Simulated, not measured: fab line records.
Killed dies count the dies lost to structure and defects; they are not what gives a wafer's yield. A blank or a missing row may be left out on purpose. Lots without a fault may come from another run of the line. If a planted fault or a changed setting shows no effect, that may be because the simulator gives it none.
Shared-tool check	flow gf180mcu	33 wafers sampled across 11 lots

REASON FOR OPENING
GF_V2_RS_MEAS_24, reading V2_W_RS: flagged on 2 of 11 lots. Fault-free wafers read 0.328 ohm/sq, with a standard deviation of 0.0034.
Rule: a lot is flagged in two cases, either no wafer of it has a number, or all its wafers with numbers fall more than 4 standard deviations from that mean. As for the other lots, they are considered sound.

lot	measured	on	V2_W_RS (ohm/sq), wafer by wafer	flag
L830	day 20 16:37	film metro-01	0.328 0.330 0.330	
L832	day 21 07:47	film metro-04	0.329 0.328 0.329	
L834	day 22 09:55	film metro-01	0.335 0.337 0.336	
L836	day 23 03:34	film metro-01	0.326 0.333 0.325	
L837	day 23 05:40	film metro-01	0.326 0.324 0.326	
L838	day 23 17:23	film metro-01	0.322 0.325 0.321	
L839	day 24 01:56	film metro-01	0.328 0.325 0.323	
L840	day 24 09:08	film metro-04	0.325 0.321 0.326	
L845	day 25 21:23	film metro-03	0.401 0.397 0.396	FLAGGED
L847	day 26 15:40	film metro-01	0.402 0.396 0.394	FLAGGED
L852	day 28 07:13	film metro-04	0.332 0.329 0.329	
Average over the flagged lots: 0.398 ohm/sq; offset from the usual +0.070 ohm/sq, equal to +20 standard deviations.

LOT BY LOT: THE TOOL USED
Before the reading, the record contains 3 process steps out of a 602-step route. Cell contents, in order: the tool; ch with the chambers the sampled wafers went through; the start.
lot	flag	GF_M2_STRIP_17	GF_V2_ETCH_17	GF_V2_CVD_23
L830		plasma asher-01 ch 0,1, day 19 14:17	rie diel-01 ch 0,2,3, day 20 16:31 or earlier	cvd w-01 ch 0,1, day 20 16:31
L832		plasma asher-04 ch 0,1, day 20 05:05	rie diel-04 ch 0,1,2, day 21 07:40 or earlier	cvd w-02 ch 0,1, day 21 07:40
L834		plasma asher-04 ch 0,1, day 21 08:18	rie diel-01 ch 0,1, day 22 09:48 or earlier	cvd w-01 ch 0,1, day 22 09:48
L836		plasma asher-01 ch 0,1, day 22 01:45	rie diel-01 ch 1,3, day 23 03:28 or earlier	cvd w-02 ch 0,1, day 23 03:28
L837		plasma asher-04 ch 0,1, day 22 03:50	rie diel-01 ch 0,2,3, day 23 05:33 or earlier	cvd w-02 ch 0,1, day 23 05:33
L838		plasma asher-04 ch 0,1, day 22 16:20	rie diel-03 ch 1,2,3, day 23 17:15 or earlier	cvd w-02 ch 0,1, day 23 17:15
L839		plasma asher-03 ch 0,1, day 23 01:14	rie diel-03 ch 0,3, day 24 01:49 or earlier	cvd w-02 ch 0,1, day 24 01:49
L840		plasma asher-01 ch 0,1, day 23 08:08	rie diel-03 ch 0,1,3, day 24 09:01 or earlier	cvd w-02 ch 0,1, day 24 09:01
L845	FLAGGED	plasma asher-03 ch 0,1, day 24 21:37	rie diel-04 ch 0,2, day 25 21:17 or earlier	cvd w-02 ch 0,1, day 25 21:17
L847	FLAGGED	plasma asher-04 ch 0,1, day 25 15:58	rie diel-01 ch 1,2, day 26 15:33 or earlier	cvd w-02 ch 0,1, day 26 15:33
L852		plasma asher-03 ch 0,1, day 27 08:43	rie diel-03 ch 0,3, day 28 07:07 or earlier	cvd w-01 ch 1, day 28 07:07
What is done by these steps:
- GF_M2_STRIP_17: strips in O2/N2.
- GF_V2_ETCH_17: etches SiO2 in C4F8/O2/Ar, stops on TiN, target depth 630 nm.
- GF_V2_CVD_23: deposits W, target thk 350 nm, time 104.94 s.
- GF_V2_RS_MEAS_24: measures by four-point-probe.

FLAGGED AGAINST TOTAL, ONE TOOL AT A TIME (gauges that did the reading follow at the end)
step	tool	lots run	flagged	share of the flagged lots	sound lots run after its first flagged lot
GF_M2_STRIP_17	plasma asher-01	3	0	none	-
GF_M2_STRIP_17	plasma asher-03	3	1	some	1 (L852)
GF_M2_STRIP_17	plasma asher-04	5	1	some	0
GF_V2_ETCH_17	rie diel-01	5	1	some	0
GF_V2_ETCH_17	rie diel-03	4	0	none	-
GF_V2_ETCH_17	rie diel-04	2	1	some	0
GF_V2_CVD_23	cvd w-01	3	0	none	-
GF_V2_CVD_23	cvd w-02	8	2	all	0
GF_V2_RS_MEAS_24	film metro-01	7	1	some	0
GF_V2_RS_MEAS_24	film metro-03	1	1	some	0
GF_V2_RS_MEAS_24	film metro-04	3	0	none	-
With no start given for some of its lots, GF_V2_ETCH_17 uses the hours and lot order of GF_V2_CVD_23.

WHAT IS ALLOWED BY THE TABLE
Rows of the table that ran each flagged lot: 1, that is cvd w-02 at GF_V2_CVD_23.
- cvd w-02 at GF_V2_CVD_23 ran 8 lots, 2 of them flagged. Its last sound lot is L840 (day 24 09:01), its first flagged lot L845 (day 25 21:17): a fault that began between those two fits.
One tool is left: cvd w-02 at GF_V2_CVD_23.

WHAT WAS PUT IN BY THE SIMULATOR
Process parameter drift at GF_V2_CVD_23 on cvd w-02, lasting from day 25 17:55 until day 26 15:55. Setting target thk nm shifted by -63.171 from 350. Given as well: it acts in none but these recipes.
Shown lots that were struck: L845, L847. Same finding as the rule above.
